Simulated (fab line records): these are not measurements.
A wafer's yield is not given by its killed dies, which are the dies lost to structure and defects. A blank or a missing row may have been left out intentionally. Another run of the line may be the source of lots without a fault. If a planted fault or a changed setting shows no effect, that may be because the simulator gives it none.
Chamber matching || flow sky130 || rie_si-01 running SKY_POLY_GATE_ETCH_17: 4 sister chambers
The step etches poly-Si in HBr/Cl2, stops on SiO2, target depth 180 nm, time 70.5 s. 4 wafers are shown with their chamber, then 12 later ones without.

== WAFERS WITH THEIR CHAMBER ==
{"wafer": "L085.1", "chamber": 1, "drypump_motor_current_A (A)": 5.9}
{"wafer": "L087.2", "chamber": 3, "drypump_motor_current_A (A)": 4.8}
{"wafer": "L090.2", "chamber": 2, "drypump_motor_current_A (A)": 5.4}
{"wafer": "L090.6", "chamber": 0, "drypump_motor_current_A (A)": 5.7}

== WAFERS MISSING THEIR CHAMBER ==
{"wafer": "L091.1", "drypump_motor_current_A (A)": 5.9}
{"wafer": "L091.4", "drypump_motor_current_A (A)": 5.7}
{"wafer": "L091.5", "drypump_motor_current_A (A)": 4.8}
{"wafer": "L093.2", "drypump_motor_current_A (A)": 4.8}
{"wafer": "L093.4", "drypump_motor_current_A (A)": 5.7}
{"wafer": "L093.6", "drypump_motor_current_A (A)": 5.7}
{"wafer": "L095.1", "drypump_motor_current_A (A)": 5.8}
{"wafer": "L095.4", "drypump_motor_current_A (A)": 5.7}
{"wafer": "L095.5", "drypump_motor_current_A (A)": 5.9}
{"wafer": "L097.4", "drypump_motor_current_A (A)": 5.9}
{"wafer": "L097.5", "drypump_motor_current_A (A)": 4.8}
{"wafer": "L097.6", "drypump_motor_current_A (A)": 5.8}

== WHICH CHAMBER EACH WENT THROUGH ==
{"wafer": "L091.1", "from the rows above": 1, "in truth": 1}
{"wafer": "L091.4", "from the rows above": 0, "in truth": 0}
{"wafer": "L091.5", "from the rows above": 3, "in truth": 3}
{"wafer": "L093.2", "from the rows above": 3, "in truth": 3}
{"wafer": "L093.4", "from the rows above": 0, "in truth": 0}
{"wafer": "L093.6", "from the rows above": 0, "in truth": 0}
{"wafer": "L095.1", "from the rows above": "can't be placed: 0 or 1", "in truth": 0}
{"wafer": "L095.4", "from the rows above": 0, "in truth": 0}
{"wafer": "L095.5", "from the rows above": 1, "in truth": 1}
{"wafer": "L097.4", "from the rows above": 1, "in truth": 1}
{"wafer": "L097.5", "from the rows above": 3, "in truth": 3}
{"wafer": "L097.6", "from the rows above": "can't be placed: 0 or 1", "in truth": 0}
Placed correctly: 10 of 12. Not placeable from these rows: 2 (in 2, the candidates include the true chamber). Number placed wrongly: 0.
How it was worked out, from the rows above alone: a wafer's distance from a chamber is the root of the sum, over the readings, of the square of ((its reading less the chamber's mean) divided by the reading's scatter). The wafer belongs to the nearest chamber; if the next one is less than 2 further off, it can't be placed. Each chamber's mean is taken over the wafers shown for it. The scatter: with one shown wafer a chamber, the root of the mean of the squares of how far each hidden wafer lies from its nearest shown one.
